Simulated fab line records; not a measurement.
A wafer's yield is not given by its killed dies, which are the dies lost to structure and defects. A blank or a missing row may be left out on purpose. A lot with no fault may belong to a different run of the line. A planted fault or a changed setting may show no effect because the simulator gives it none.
Matching of chambers :: flow gf180mcu :: cmp-02 running GF_V5_CMP_04: 4 sister chambers
The step polishes SiO2. 4 wafers are shown with their chamber, then 12 later ones without.

## WAFERS, EACH WITH ITS CHAMBER
wafer: L088.4
chamber: 1
motor current A (A): 11.6

wafer: L089.2
chamber: 3
motor current A (A): 10.2

wafer: L093.4
chamber: 2
motor current A (A): 11.4

wafer: L093.5
chamber: 0
motor current A (A): 10.5

## WAFERS WHOSE CHAMBER IS MISSING
wafer: L095.2
motor current A (A): 10.9

wafer: L095.4
motor current A (A): 11.1

wafer: L095.6
motor current A (A): 10.5

wafer: L094.1
motor current A (A): 10.1

wafer: L094.2
motor current A (A): 11.6

wafer: L094.3
motor current A (A): 11.2

wafer: L096.2
motor current A (A): 10.9

wafer: L096.3
motor current A (A): 9.9

wafer: L096.5
motor current A (A): 11.2

wafer: L097.1
motor current A (A): 11.6

wafer: L097.3
motor current A (A): 10.7

wafer: L097.5
motor current A (A): 10.6

## WHICH CHAMBER EACH ONE RAN IN
wafer: L095.2
from the rows above: can't be placed: 0 or 2 or 1 or 3
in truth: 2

wafer: L095.4
from the rows above: can't be placed: 2 or 1 or 0
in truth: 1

wafer: L095.6
from the rows above: can't be placed: 0 or 3
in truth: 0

wafer: L094.1
from the rows above: can't be placed: 3 or 0
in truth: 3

wafer: L094.2
from the rows above: can't be placed: 1 or 2
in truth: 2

wafer: L094.3
from the rows above: can't be placed: 2 or 1
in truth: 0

wafer: L096.2
from the rows above: can't be placed: 0 or 2 or 1 or 3
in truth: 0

wafer: L096.3
from the rows above: can't be placed: 3 or 0
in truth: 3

wafer: L096.5
from the rows above: can't be placed: 2 or 1
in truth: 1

wafer: L097.1
from the rows above: can't be placed: 1 or 2
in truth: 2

wafer: L097.3
from the rows above: can't be placed: 0 or 3
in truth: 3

wafer: L097.5
from the rows above: can't be placed: 0 or 3
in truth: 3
Placed correctly: 0 of 12. Not placeable from these rows: 12 (in 11, the candidates include the true chamber). Placed wrongly: 0.
How it was worked out, from the rows above alone: a wafer's distance from a chamber is the root of the sum, over the readings, of the square of ((its reading less the chamber's mean) divided by the reading's scatter). The wafer belongs to the nearest chamber; if the next one is less than 2 further off, it can't be placed. Each chamber's mean is taken over the wafers shown for it. The scatter (one wafer shown for each chamber): square how far every hidden wafer sits from the nearest shown wafer, average those squares and take the square root.
